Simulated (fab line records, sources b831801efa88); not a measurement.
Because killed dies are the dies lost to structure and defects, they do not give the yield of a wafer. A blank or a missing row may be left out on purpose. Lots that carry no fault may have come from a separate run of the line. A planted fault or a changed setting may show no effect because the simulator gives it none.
Chamber matching | flow gf180mcu | GF_CONTACT_CMP_27 on cmp-01 has 4 sister chambers
The step polishes, stops on SiO2, t overpolish 15 s, target thk 0 nm. 7 wafers are shown with their chamber, then 7 later ones without.

== WAFERS PAIRED WITH THEIR CHAMBERS ==
wafer  | chamber | motor current A (A) | time to endpoint s (s)
L428.2 | 0       | 9.9                 | 76
L429.1 | 3       | 13.3                | 71
L432.2 | 2       | 10.2                | 69
L432.5 | 1       | 10.6                | 68
L432.6 | 0       | 10.5                | 72
L433.1 | 2       | 10.1                | 69
L433.3 | 3       | 13.7                | 72

== WAFERS WITHOUT THEIR CHAMBER ==
wafer  | motor current A (A) | time to endpoint s (s)
L433.6 | 12.5                | 69
L434.1 | 9.6                 | 76
L434.5 | 10.7                | 76
L434.6 | 10.5                | 76
L449.2 | 12.9                | 73
L449.5 | 10.5                | 80
L449.6 | 10.1                | 75

== THE CHAMBER EACH PASSED THROUGH ==
wafer  | from the rows above | in truth
L433.6 | 3                   | 3
L434.1 | 0                   | 0
L434.5 | 0                   | 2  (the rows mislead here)
L434.6 | 0                   | 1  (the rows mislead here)
L449.2 | 3                   | 3
L449.5 | 0                   | 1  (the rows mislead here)
L449.6 | 0                   | 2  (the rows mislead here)
Placed correctly: 3 of 7. Can't be placed from these rows: 0. 4 placed wrongly.
How it was worked out, from the rows above alone: a wafer's distance from a chamber is the root of the sum, over the readings, of the square of ((its reading less the chamber's mean) divided by the reading's scatter). If the next closest chamber is less than 2 further off than the closest, the wafer can't be placed; otherwise it belongs to the closest. A chamber's mean is the mean of its shown wafers. The scatter: take each reading less its chamber's mean, square it, sum over the shown wafers, divide by the number of wafers less the number of chambers, and take the root.
